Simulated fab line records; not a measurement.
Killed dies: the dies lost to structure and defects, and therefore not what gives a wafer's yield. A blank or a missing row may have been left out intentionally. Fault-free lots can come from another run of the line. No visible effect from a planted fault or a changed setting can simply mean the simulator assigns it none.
Struck lot and sound lot, side by side :: flow sky130 :: 44 out of 708 route steps
Sound: wafers L538.1, L538.2, L538.6. Struck: wafer L547.3. (L547.1, L547.2 of the same lot were not struck and are left out.) The cause comes at the end.
At each step with rows: each side's tool, then ch and its chambers, then its first start. Under that, the readings that differ: sound wafers :: struck wafers :: difference of the means :: sigmas: that difference in standard deviations of wafers without a fault.
alike: a reading whose means differ by less than 2 such deviations, as well as words and numbers matching on both sides. not compared: withheld readings; readings where some wafer has no value; bounds like >300 that might hide an equal value; numbers whose values overlap and for which the record gives no deviation.
Wherever a step has rows on one side only, a row that says differs or no value, or a row with sigmas, the two part there. Non-overlapping numbers with no deviation appear without sigmas and do not part them. A reading missing from all wafers of one side parts the sides only when that side holds two or more wafers.

first, 1 step without rows for these wafers: SKY_VIA2_SPUTTER_20 (material TiN, target thk 20 nm, time 80 s).
SKY_VIA2_CVD_21: deposits W, target thk 420 nm, time 126.4 s.
  sound on cvd-w-01 ch 0,1, day 38 18:52; struck on cvd-w-02 ch 0, day 41 12:28
  alike: heater-power-w
SKY_VIA2_RS_MEAS_22: uses a four-point probe to measure.
  sound on film-metro-04, day 38 18:59; struck on film-metro-03, day 41 12:36
  alike: VIA2_W_RS
SKY_VIA2_THK_MEAS_23: measures by xrf.
  sound on film-metro-04, day 38 19:07; struck on film-metro-03, day 41 12:43
  alike: VIA2_W_THK
then, 2 steps without rows for these wafers: SKY_VIA2_CMP_24 (polishes, stops on SiO2, t overpolish 20 s, target thk 0 nm); SKY_METAL3_SPUTTER_00 (material Ti, target thk 15 nm, time 10 s).
SKY_METAL3_SPUTTER_01: material TiN, target thk 20 nm, time 16.7 s.
  sound on pvd-sputter-01, day 38 19:29; struck on pvd-sputter-04, day 41 13:11
  alike: throttle-valve-pct
then, 3 steps without rows for these wafers: SKY_METAL3_SPUTTER_02 (material AlCu, target thk 735 nm, time 40.78 s); SKY_METAL3_SPUTTER_03 (material Ti, target thk 5 nm, time 3.3 s); SKY_METAL3_SPUTTER_04 (material TiN, target thk 70 nm, time 58.3 s).
SKY_CAPM_CVD_00: deposits SiO2, target thk 15.5 nm.
  sound on pecvd-04 ch 0,1, day 38 19:37; struck on pecvd-02 ch 1, day 41 13:19
  alike: heater-power-w
SKY_CAPM_THK_MEAS_01:
  sound on film-metro-01, day 38 19:38; struck on film-metro-02, day 41 13:20
  alike: CAPM_CVD_00_THK
SKY_CAPM_SPUTTER_02: material TiN, target thk 200 nm, time 166.7 s.
  sound on pvd-sputter-02, day 38 19:42; struck on pvd-sputter-02, day 41 13:24
reading: model.TiN_of_CAPM_SPUTTER_02.thk-nm (nm)
sound: 197.9 199.8 199
struck: 195.8
difference: -3.1
sigmas: 
  alike: throttle-valve-pct
SKY_CAPM_RS_MEAS_03: uses a four-point probe to measure.
  sound on film-metro-02, day 38 19:49; struck on film-metro-03, day 41 13:31
  alike: CAPM_TIN_RS
SKY_CAPM_THK_MEAS_04: measures by xrf.
  sound on film-metro-02, day 38 19:56; struck on film-metro-03, day 41 13:38
  alike: CAPM_TIN_THK
then, 7 steps without rows for these wafers: SKY_CAPM_DEHYDRATE_05 (time 60 s); SKY_CAPM_HMDS_06 (prime time 60 s); SKY_CAPM_COAT_07 (resist thk 1140 nm); SKY_CAPM_SOFTBAKE_08 (time 60 s); SKY_CAPM_EXPOSE_09 (exposes mask CAPM, target cd 1000 nm); SKY_CAPM_PEB_10; SKY_CAPM_DEVELOP_11 (develop time 60 s).
SKY_CAPM_OVL_MEAS_12:
  sound on overlay-01, day 39 20:23; struck on overlay-01, day 42 13:14
  alike: CAPM_OVL
SKY_CAPM_METAL_ETCH_13: etches TiN in Cl2/BCl3, stops on SiO2, target depth 220 nm, time 62.9 s.
  sound on rie-metal-04 ch 0, day 39 20:26; struck on rie-metal-02 ch 1, day 42 13:16
reading: model.etch.depth-nm (nm)
sound: 197.9 199.8 199
struck: 195.8
difference: -3.1
sigmas: 

reading: model.CAPM.feature-depth-nm (nm)
sound: 197.9 199.8 199
struck: 195.8
difference: -3.1
sigmas: 
  alike: drypump-motor-current-A, oes-product-au, throttle-valve-pct
  not compared: rf-hours-counter-h
SKY_CAPM_STRIP_14: strips in O2/N2.
  sound on plasma-asher-01 ch 0,1, day 39 20:35; struck on plasma-asher-02 ch 1, day 42 13:21
  alike: drypump-motor-current-A, n2-flow-sccm, oes-product-au, strip-time-to-endpoint-s
  not compared: rf-hours-counter-h
then, 11 steps without rows for these wafers: SKY_CAPM_STRIP_15 (strips in post etch residue remover, time 1200 s); SKY_CAPM_CLEAN_16 (cleans in IPA, time 180 s); SKY_CAPM_CLEAN_17 (cleans in O3/DIW); SKY_METAL3_DEHYDRATE_05 (time 60 s); SKY_METAL3_HMDS_06 (prime time 60 s); SKY_METAL3_COAT_07 (resist thk 60 nm); SKY_METAL3_COAT_08 (resist thk 1140 nm); SKY_METAL3_SOFTBAKE_09 (time 90 s); SKY_METAL3_EXPOSE_10 (exposes mask MM3, target cd 300 nm); SKY_METAL3_PEB_11; SKY_METAL3_DEVELOP_12 (develop time 60 s).
SKY_METAL3_CD_MEAS_13: the cd target is 300 nm.
  sound on cd-sem-01, day 40 21:47; struck on cd-sem-02, day 43 12:38
  alike: cd-nm
SKY_METAL3_OVL_MEAS_14:
  sound on overlay-02, day 40 21:55; struck on overlay-02, day 43 12:46
  alike: METAL3_OVL
then, 1 step without rows for these wafers: SKY_METAL3_DESCUM_15 (chemistry O2, time 8 s).
SKY_METAL3_ETCH_16: etches BARC in N2/H2, stops on SiO2, time 88.2 s, target depth 60 nm.
  sound on rie-metal-01 ch 0,1, day 40 21:58; struck on rie-metal-02 ch 1, day 43 12:50
  alike: drypump-motor-current-A, n2-flow-sccm, oes-product-au, throttle-valve-pct
  not compared: rf-hours-counter-h
then, 2 steps without rows for these wafers: SKY_METAL3_ETCH_17 (etches SiO2 in C4F8/O2/Ar, stops on TiN, time 3.9 s, target depth 15 nm); SKY_METAL3_METAL_ETCH_18 (etches the open film in Cl2/BCl3, stops on SiO2, target depth 845 nm, time 183.1 s).
SKY_METAL3_STRIP_20: strips in post etch residue remover, time 1200 s.
  sound on wet-bench-04 ch 0, day 40 22:22; struck on wet-bench-01 ch 0, day 43 13:25
reading: model.TiN_of_CAPM_SPUTTER_02.thk-nm (nm)
sound: 197.1 199 198.1
struck: 195
difference: -3
sigmas: 
-- the record jumps here: 6 days lie between the struck wafers' starts before and after (it left off in module METAL3 and takes up again in module PAD_OPEN, whose first step shown is number 708 of the route) --
SKY_PAD_OPEN_PROBE_99:
  sound on prober-01, day 47 15:57; struck on prober-02, day 49 18:42
reading: model.etest.cap-mim.plate-ohm-sq
sound: 6.051 6.023 6.043
struck: 6.109
difference: +0.070
sigmas: 
  alike: defect-limited-yield, killed_at_M0_to_M3, killed_at_M4_up, killed-at-contacts, killed-at-front-end, killed-at-other, killed-dies, killed-open, killed-short, sort_bin_3_pad_short, sort_bin_5_function, sort_bin_6_memory, sort-n-pass, sort-yield-pct

WHERE THEY PART
Nowhere in this record.

WHY: the cause the simulator had injected
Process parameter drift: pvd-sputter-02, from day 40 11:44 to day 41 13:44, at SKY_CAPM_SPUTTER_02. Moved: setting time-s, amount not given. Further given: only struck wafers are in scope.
